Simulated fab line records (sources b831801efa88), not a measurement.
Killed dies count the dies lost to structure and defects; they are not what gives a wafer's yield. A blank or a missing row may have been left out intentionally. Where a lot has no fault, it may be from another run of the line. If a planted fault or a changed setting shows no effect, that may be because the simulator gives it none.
Which of the tools did it? / flow sky130 / 6 lots, 18 wafers sampled, at 2 steps of a route of 708

== WHAT THE GAUGES READ, wafer by wafer ==
SKY_NWELL_THK_MEAS_02.
lot=L452; measured=day 2 20:24; on=film_metro-01; NWELL_OXIDATION_THK (nm)=9.82 9.87 9.75
lot=L456; measured=day 3 20:02; on=film_metro-03; NWELL_OXIDATION_THK (nm)=10.22 10.28 9.95
lot=L459; measured=day 4 08:28; on=film_metro-03; NWELL_OXIDATION_THK (nm)=10.08 10.11 10.24
lot=L464; measured=day 5 08:41; on=film_metro-01; NWELL_OXIDATION_THK (nm)=10.02 10.07 10.14
lot=L466; measured=day 5 19:22; on=film_metro-04; NWELL_OXIDATION_THK (nm)=8.28 8.37 8.25
lot=L473; measured=day 7 06:44; on=film_metro-04; NWELL_OXIDATION_THK (nm)=9.91 9.70 9.80

== EACH LOT AND THE TOOL THAT RAN IT (in order: tool; ch and the chambers of the sampled wafers; start) ==
lot=L452; SKY_NWELL_OXIDATION_01=furnace-01 ch 0, day 2 18:59
lot=L456; SKY_NWELL_OXIDATION_01=furnace-02 ch 0, day 3 18:38
lot=L459; SKY_NWELL_OXIDATION_01=furnace-02 ch 0, day 4 07:04
lot=L464; SKY_NWELL_OXIDATION_01=furnace-01 ch 0, day 5 07:17
lot=L466; SKY_NWELL_OXIDATION_01=furnace-01 ch 0, day 5 17:58
lot=L473; SKY_NWELL_OXIDATION_01=furnace-02 ch 0, day 7 05:21
- SKY_NWELL_OXIDATION_01: stabilise 600 s, purge 300 s, target thk 10 nm.

== THE ANSWER, worked out from the rows above alone ==
Rule: the lots themselves supply what counts as usual. The widest of any qualifying gaps counts: lots, ordered by their means at a reading, are off when they make up no more than a third of the lots, leave a main group of 4 or more, and stand apart from it by 3 or more times the standard deviation of that group's means. The tables above print the reading to a certain number of digits; a main group whose means all agree to those digits is not used. Also off: a lot with no number at a reading for which 4 or more lots have one. All remaining lots with rows at the step are treated as sound.
Off: L466, seen at SKY_NWELL_THK_MEAS_02 (NWELL_OXIDATION_THK). The main group: mean 10.00 nm, standard deviation 0.16.
If a tool, at a process step before that reading, ran all the lots that are off and no sound lot after the first of them, it fits. Gauges at SKY_NWELL_THK_MEAS_02: tried the same way as those tools. One candidate fits, namely furnace-01 at SKY_NWELL_OXIDATION_01. Its last sound lot is L464 (day 5 07:17), its first lot that is off L466 (day 5 17:58): a fault that began between those two fits.

== WHAT THE SIMULATOR PUT IN ==
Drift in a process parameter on furnace-01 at SKY_NWELL_OXIDATION_01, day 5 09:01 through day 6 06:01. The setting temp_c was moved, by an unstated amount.
Lots struck among those shown: L466. The rule above found the same.
